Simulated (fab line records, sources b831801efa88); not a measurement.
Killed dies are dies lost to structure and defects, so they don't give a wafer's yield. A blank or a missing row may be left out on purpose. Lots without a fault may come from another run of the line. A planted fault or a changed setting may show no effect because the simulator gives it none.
A struck lot beside a sound one | flow sky130 | 15 steps out of a route of 708
Sound: wafers L670.1, L670.5, L670.6. Struck: wafers L679.1, L679.3, L679.4. The cause comes at the end.
At each step with rows: each side's tool, then ch and its chambers, then its first start. Under that, the readings that differ: sound wafers | struck wafers | difference of the means | sigmas: that difference in standard deviations of wafers without a fault.
alike: readings whose means differ by less than 2 such deviations, and words and numbers that are the same on both sides. not compared: withheld readings, readings that some wafer has no value for, bounds like >300 that may hide the same value, and numbers for which the record gives no deviation and whose values overlap.
The two part at a step that has a row with sigmas, a row that says differs or no value, or rows on one side only. Numbers that don't overlap but have no deviation are shown without sigmas and don't part them. A reading that every wafer of one side lacks parts them only if that side has two wafers or more.

SKY_VIA1_OVL_MEAS_13:
  sound on overlay-01, day 35 01:42; struck on overlay-02, day 38 20:47
  alike: VIA1_OVL
then, 1 step without rows for these wafers: SKY_VIA1_ETCH_14 (etches BARC in N2/H2, stops on SiO2, time 45.9 s, target depth 60 nm).
SKY_VIA1_ETCH_15: etches SiO2 in C4F8/O2/Ar, stops on TiN, target depth 351 nm, time 54 s.
  sound on rie_diel-02 ch 0,1,3, day 35 01:47; struck on rie_diel-02 ch 0,2,3, day 38 20:52
  alike: oes_product_au
  not compared: rf_hours_counter_h
SKY_VIA1_STRIP_16: strips in O2/N2.
  sound on plasma_asher-01 ch 0,1, day 35 01:50; struck on plasma_asher-01 ch 0,1, day 38 20:55
  alike: drypump_motor_current_A, oes_product_au, strip_time_to_endpoint_s
  not compared: rf_hours_counter_h
then, 4 steps without rows for these wafers: SKY_VIA1_STRIP_17 (strips in post etch residue remover, time 1200 s); SKY_VIA1_CLEAN_18 (cleans in IPA, time 180 s); SKY_VIA1_CLEAN_19 (cleans in O3/DIW); SKY_VIA1_SPUTTER_20 (material TiN, target thk 20 nm, time 80 s).
SKY_VIA1_CVD_21: deposits W, target thk 270 nm, time 80.902 s.
  sound on cvd_w-02 ch 0,1, day 35 02:29; struck on cvd_w-02 ch 0,1, day 38 21:59
  alike: heater_power_w
SKY_VIA1_RS_MEAS_22: measures by four-point-probe.
  sound on film_metro-01, day 35 02:35; struck on film_metro-03, day 38 22:04
  alike: VIA1_W_RS
SKY_VIA1_THK_MEAS_23: measures by xrf.
  sound on film_metro-01, day 35 02:42; struck on film_metro-03, day 38 22:11
  alike: VIA1_W_THK
SKY_VIA1_CMP_24: polishes, stops on SiO2, t overpolish 15 s, target thk 0 nm.
  sound on cmp-02 ch 0,1, day 35 02:46; struck on cmp-02 ch 0,1,2, day 38 22:18
  reading                | sound    | struck   | difference | sigmas
  time_to_endpoint_s (s) | 69 70 65 | 63 56 61 | -8         | -2
  alike: motor_current_A, overpolish_run_s, slurry_filter_dp_kPa
SKY_METAL2_SPUTTER_00: material Ti, target thk 15 nm, time 10 s.
  sound on pvd_sputter-02, day 35 03:04; struck on pvd_sputter-02, day 38 22:33
  reading                                   | sound             | struck            | difference | sigmas
  model.Ti_of_METAL2_SPUTTER_00.thk_nm (nm) | 14.95 14.88 15.04 | 20.46 20.24 20.32 | +5.38      |
  alike: throttle_valve_pct
SKY_METAL2_SPUTTER_01: material TiN, target thk 20 nm, time 16.7 s.
  sound on pvd_sputter-02, day 35 03:05; struck on pvd_sputter-02, day 38 22:34
  alike: throttle_valve_pct
SKY_PAD_OPEN_PROBE_99:
  the record has rows for the sound wafers here (prober-01, day 46 20:43) and none for the struck ones

WHERE THEY PART
First at SKY_VIA1_CMP_24; last, within this record, at SKY_PAD_OPEN_PROBE_99.

WHY: what the simulator had put in
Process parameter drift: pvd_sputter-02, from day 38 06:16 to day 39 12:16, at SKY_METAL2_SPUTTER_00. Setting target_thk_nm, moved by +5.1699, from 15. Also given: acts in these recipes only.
